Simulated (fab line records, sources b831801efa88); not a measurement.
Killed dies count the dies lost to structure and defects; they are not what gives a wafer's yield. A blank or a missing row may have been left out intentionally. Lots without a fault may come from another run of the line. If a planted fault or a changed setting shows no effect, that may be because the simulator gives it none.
A lot that was struck, set against a sound lot    flow sky130    15 steps out of a route of 708
Sound: wafers L853.1, L853.2, L853.6. Wafers L849.1, L849.3, L849.4 were the ones struck. At the end, the cause is stated.
Each step with rows lists, per side, the tool, then ch with its chambers, then its first start. Under that, the readings that differ: sound wafers    struck wafers    difference of the means    sigmas: that difference in standard deviations of wafers without a fault.
alike: readings with means less than 2 such deviations apart, plus words and numbers identical on both sides. not compared: withheld readings, readings lacking a value on some wafer, bounds such as >300 that could conceal the same value, and numbers that have no deviation in the record and whose values overlap.
The two part at a step that has a row with sigmas, a row that says differs or no value, or rows on one side only. Numbers that don't overlap but have no deviation are shown without sigmas and don't part them. Lack of a reading on every wafer of one side parts them only where that side has two or more wafers.

SKY_VT_ADJUST_HVTR_OVL_MEAS_08:
  sound on overlay-02 at day 16 07:28; struck on overlay-02 at day 15 01:18
  alike: VT_ADJUST_HVTR_OVL
after that, 1 step had no rows for these wafers: SKY_VT_ADJUST_HVTR_IMPLANT_09.
SKY_VT_ADJUST_HVTR_STRIP_10: strips in O2/N2.
  sound on plasma-asher-04 ch 0,1, day 16 07:39; struck on plasma-asher-04 ch 0,1, day 15 01:29
  alike: drypump-motor-current-A, n2-flow-sccm, oes-product-au, strip-time-to-endpoint-s
  not compared: rf-hours-counter-h
SKY_VT_ADJUST_HVTR_TW_MEAS_11:
  sound on film-metro-03 at day 16 07:45; struck on film-metro-02 at day 15 01:35
  alike: VT_ADJUST_HVTR_TW
then, 7 steps without rows for these wafers: SKY_VT_ADJUST_PCH_DEHYDRATE_00 (time 60 s); SKY_VT_ADJUST_PCH_HMDS_01 (prime time 60 s); SKY_VT_ADJUST_PCH_COAT_02 (resist thk 3000 nm); SKY_VT_ADJUST_PCH_SOFTBAKE_03; SKY_VT_ADJUST_PCH_EXPOSE_04 (exposes mask NWM, target cd 840 nm); SKY_VT_ADJUST_PCH_PEB_05; SKY_VT_ADJUST_PCH_DEVELOP_06 (develop time 60 s).
SKY_VT_ADJUST_PCH_OVL_MEAS_07:
  sound on overlay-02 at day 17 12:25; struck on overlay-02 at day 16 04:45
  alike: VT_ADJUST_PCH_OVL
SKY_VT_ADJUST_PCH_IMPLANT_08:
  sound on implanter-03 ch 0, day 17 12:28; struck on implanter-01 ch 0, day 16 04:47
reading        sound                          struck                        difference  sigmas
dose-ions-cm2  5.004e+11 5.004e+11 5.006e+11  5.07e+11 5.069e+11 5.072e+11  +6.57e+09   +12
  alike: beam-on-s
SKY_VT_ADJUST_PCH_STRIP_09: strips in O2/N2.
  sound on plasma-asher-02 ch 0,1, day 17 12:37; struck on plasma-asher-03 ch 0,1, day 16 04:56
  alike: drypump-motor-current-A, n2-flow-sccm, oes-product-au, strip-time-to-endpoint-s
  not compared: rf-hours-counter-h
-- here the record skips 34 days between the struck wafers' starts before and after, leaving off in module VT_ADJUST_PCH and picking up in module PAD_OPEN (first step shown: number 708 of the route) --
SKY_PAD_OPEN_PROBE_99:
  sound on prober-01 at day 50 17:52; struck on prober-01 at day 50 00:55
  alike: killed_at_M0_to_M3, killed_at_M4_up, killed-at-contacts, killed-at-front-end, killed-at-other, killed-dies, killed-open, killed-short

## WHERE THEY PART
Only at SKY_VT_ADJUST_PCH_IMPLANT_08, within this record. Later steps at which nothing parts them and some readings are alike: SKY_VT_ADJUST_PCH_STRIP_09, SKY_PAD_OPEN_PROBE_99.

WHY: whatever the simulator had introduced
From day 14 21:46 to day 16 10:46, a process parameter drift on implanter-01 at SKY_VT_ADJUST_PCH_IMPLANT_08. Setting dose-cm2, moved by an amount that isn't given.
